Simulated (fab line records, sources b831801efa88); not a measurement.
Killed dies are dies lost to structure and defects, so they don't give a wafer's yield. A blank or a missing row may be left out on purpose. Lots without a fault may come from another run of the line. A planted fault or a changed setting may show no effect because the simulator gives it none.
Which tool did it? | flow sky130 | 6 lots, 18 wafers sampled, at 3 steps of a route of 708

WHAT THE GAUGES READ, wafer by wafer
SKY_VT_ADJUST_PCH_OVL_MEAS_07.
lot  | measured     | on         | VT_ADJUST_PCH_OVL (nm)
L156 | day 10 11:21 | overlay-02 | 2.5 2.5 1.3
L160 | day 11 18:37 | overlay-02 | -0.7 -1.3 -0.1
L165 | day 13 06:23 | overlay-02 | - - -
L173 | day 16 11:39 | overlay-02 | 2.1 0.4 1.4
L175 | day 16 19:12 | overlay-01 | -0.1 -0.9 -0.4
L177 | day 17 12:23 | overlay-02 | -0.1 1.4 1.2

WHICH TOOL RAN EACH LOT (tool, then ch and the chambers of the sampled wafers, then the start)
lot  | SKY_VT_ADJUST_HVTR_STRIP_10          | SKY_VT_ADJUST_PCH_EXPOSE_04
L156 | plasma_asher-04 ch 0,1, day 9 12:50  | iline_stepper-01 ch 0, day 10 00:29
L160 | plasma_asher-04 ch 0,1, day 10 19:56 | iline_stepper-01 ch 0, day 11 07:19
L165 | plasma_asher-02 ch 0,1, day 12 06:00 | iline_stepper-01 ch 0, day 12 17:59
L173 | plasma_asher-01 ch 0,1, day 15 07:22 | iline_stepper-02 ch 0, day 15 21:01
L175 | plasma_asher-02 ch 0,1, day 15 15:36 | iline_stepper-01 ch 0, day 16 05:14
L177 | plasma_asher-01 ch 0,1, day 16 08:07 | iline_stepper-02 ch 0, day 16 22:18
- SKY_VT_ADJUST_HVTR_STRIP_10: strips in O2/N2.
- SKY_VT_ADJUST_PCH_EXPOSE_04: exposes mask NWM, target cd 840 nm.

THE ANSWER, worked out from the rows above alone
Rule: what is usual is taken from the lots themselves. Put in order of their means at a reading, lots are off if they are a third of the lots or fewer, leave a main group of 4 or more, and stand apart from it by a gap of 3 or more times the standard deviation of the main group's means; of several such gaps the widest counts. A main group whose means are all the same, to the digits that the tables above print for the reading, isn't used. A lot without any number at a reading at which 4 lots or more have one is off too. The other lots that the step has rows for count as sound.
Off: L165, at SKY_VT_ADJUST_PCH_OVL_MEAS_07 (VT_ADJUST_PCH_OVL). Without a number there: L165. The main group: mean 0.6 nm, standard deviation 1.1.
A tool fits if, at a process step before that reading, it ran every lot that is off, and no sound lot after the first of them. The gauges at SKY_VT_ADJUST_PCH_OVL_MEAS_07 are tried like those tools. None of those tried fits.

WHAT THE SIMULATOR HAD PUT IN
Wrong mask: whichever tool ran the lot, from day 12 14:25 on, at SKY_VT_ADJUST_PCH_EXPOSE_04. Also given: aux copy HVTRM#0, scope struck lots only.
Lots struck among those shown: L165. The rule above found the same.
